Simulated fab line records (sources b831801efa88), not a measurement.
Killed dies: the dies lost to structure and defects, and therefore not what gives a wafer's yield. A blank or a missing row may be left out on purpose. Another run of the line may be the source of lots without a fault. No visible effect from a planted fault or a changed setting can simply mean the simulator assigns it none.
Chamber matching ; flow sky130 ; pecvd-02 running SKY_CAPM_CVD_00: 3 sister chambers
The step deposits SiO2, target thk 15.5 nm. 20 wafers are shown with their chamber, then 10 later ones without.

== EACH WAFER AND ITS CHAMBER ==
wafer;chamber;heaterPowerW (W)
L082.3;1;755
L082.4;2;734
L082.5;2;739
L084.1;0;694
L084.2;1;730
L084.4;1;745
L086.1;2;778
L086.4;1;694
L086.6;0;697
L088.1;0;706
L088.2;1;659
L088.3;2;656
L088.4;0;733
L088.5;2;651
L088.6;1;665
L090.1;2;760
L090.4;2;780
L090.5;0;670
L093.2;1;673
L093.3;1;658

SIGNATURES, as means of the wafers listed above
reading;chamber 0;chamber 1;chamber 2;scatter within a chamber
heaterPowerW;700.00;697.38;728.29;42.6
Rule: for a wafer and a chamber, the distance is found by dividing, reading by reading, the gap between the wafer's reading and the chamber's mean by the reading's scatter, squaring, summing and taking the root. If the next closest chamber is less than 2 further off than the closest, the wafer can't be placed; otherwise it belongs to the closest. The scatter: take each reading less its chamber's mean, square it, sum over the shown wafers, divide by the number of wafers less the number of chambers, and take the root.

== WAFERS MISSING THEIR CHAMBER ==
wafer;heaterPowerW (W)
L093.6;638
L094.1;699
L094.2;708
L094.3;704
L095.1;725
L095.4;679
L095.5;717
L096.2;836
L096.3;821
L096.4;602

== WHICH CHAMBER EACH ONE RAN IN ==
wafer;from the rows above;in truth
L093.6;can't be placed: 1 or 0 or 2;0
L094.1;can't be placed: 0 or 1 or 2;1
L094.2;can't be placed: 0 or 1 or 2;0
L094.3;can't be placed: 0 or 1 or 2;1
L095.1;can't be placed: 2 or 0 or 1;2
L095.4;can't be placed: 1 or 0 or 2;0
L095.5;can't be placed: 2 or 0 or 1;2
L096.2;can't be placed: 2 or 0 or 1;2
L096.3;can't be placed: 2 or 0 or 1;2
L096.4;can't be placed: 1 or 0 or 2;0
Placed correctly: 0 of 10. Not placeable from these rows: 10 (in 10, the candidates include the true chamber). Number placed wrongly: 0.
